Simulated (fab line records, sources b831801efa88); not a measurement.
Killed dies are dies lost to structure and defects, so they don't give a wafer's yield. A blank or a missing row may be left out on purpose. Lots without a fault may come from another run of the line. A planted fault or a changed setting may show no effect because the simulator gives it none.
Problem report in the 8D (eight disciplines) form, filled by code | flow gf180mcu | the parts of the form that need people (team, actions taken, sign-off) are left out

1. THE PROBLEM
STI_OXIDATION_02_THK at GF_STI_THK_MEAS_30 reads a mean of 15.62 nm on 9 wafers of 3 lots; wafers without a fault read 10.00 nm with a standard deviation of 0.18. That is +31 standard deviations from the usual mean.
First seen on wafer L816.1, day 5 06:56, on film_metro-04. The record holds 39 wafers of 13 lots with a number at this step. Rule for "out", or "out of limits": more than 4 standard deviations from the usual mean. The other wafers with a number count as sound.

2. WHAT IT IS AND WHAT IT IS NOT
question                    | is                     | is not
which readings at this step | STI_OXIDATION_02_THK   | -
which lots                  | L816, L818, L819       | L802, L803, L804, L805, L806, L807, L808, L809, L810, L814
which wafers of those lots  | all that have a number | -
read on which gauges        | film_metro-04          | film_metro-01, film_metro-02
when                        | from day 5 06:56       | up to then (30 sound wafers)

3. SUSPECTS, AND WHAT RULES EACH OUT
Counting: a tool at a process step up to the reading stays a suspect if it ran every lot that is out and no sound lot after the first of them.
- the gauge at GF_STI_THK_MEAS_30: kept. All the wafers that are out were read on film_metro-04, and no step on other tools shows them out.
- furnace-02 at GF_STI_OXIDATION_29 (stabilise 600 s, purge 300 s, target thk 10 nm): kept. It ran every lot that is out, first L816 (day 5 05:32), and no sound lot after that; its last sound lot up to then is L814 (day 4 19:31).
Left after counting: furnace-02 at GF_STI_OXIDATION_29, film_metro-04 at GF_STI_THK_MEAS_30.

4. THE CAUSE (what the simulator had put in)
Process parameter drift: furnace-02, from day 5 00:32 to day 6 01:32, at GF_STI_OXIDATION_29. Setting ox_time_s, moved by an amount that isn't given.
Counting left 2 suspects, and this tool is among them.

5. THE CHAIN OF EFFECTS, in route order
Each row: a reading whose mean over the struck wafers that have a number lies more than 3 standard deviations from the usual. Only readings for which the record gives a usual standard deviation are gone through. hours: the time from each lot's start at the first step in this table that gives one to its start at this step, as a median over the lots. sigmas: the change in usual standard deviations.
hours | step               | reading              | usual    | on struck wafers | change | sigmas
0     | GF_STI_THK_MEAS_30 | STI_OXIDATION_02_THK | 10.00 nm | 15.62            | +5.62  | +31
Later measuring or inspecting steps at which every struck wafer that the step has a row for has a number for every such reading, and none has moved that far: GF_POLY_GATE_THK_MEAS_17, GF_CONTACT_CD_MEAS_14.

6. WHAT WOULD HAVE CAUGHT IT SOONER
In this record the first reading out of limits at a measuring or inspecting step was taken at day 5 06:56, 6 hours after the fault began at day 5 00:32.
Of the tool readings at GF_STI_OXIDATION_29 for which the record gives a usual standard deviation, none was out on any struck wafer, so an alarm limit of 4 standard deviations on them would not have fired.
Of the lots that are out (3), L818, L819 began GF_STI_OXIDATION_29 on furnace-02 after day 5 06:56. A hold on the tool at that time would have spared those 2.
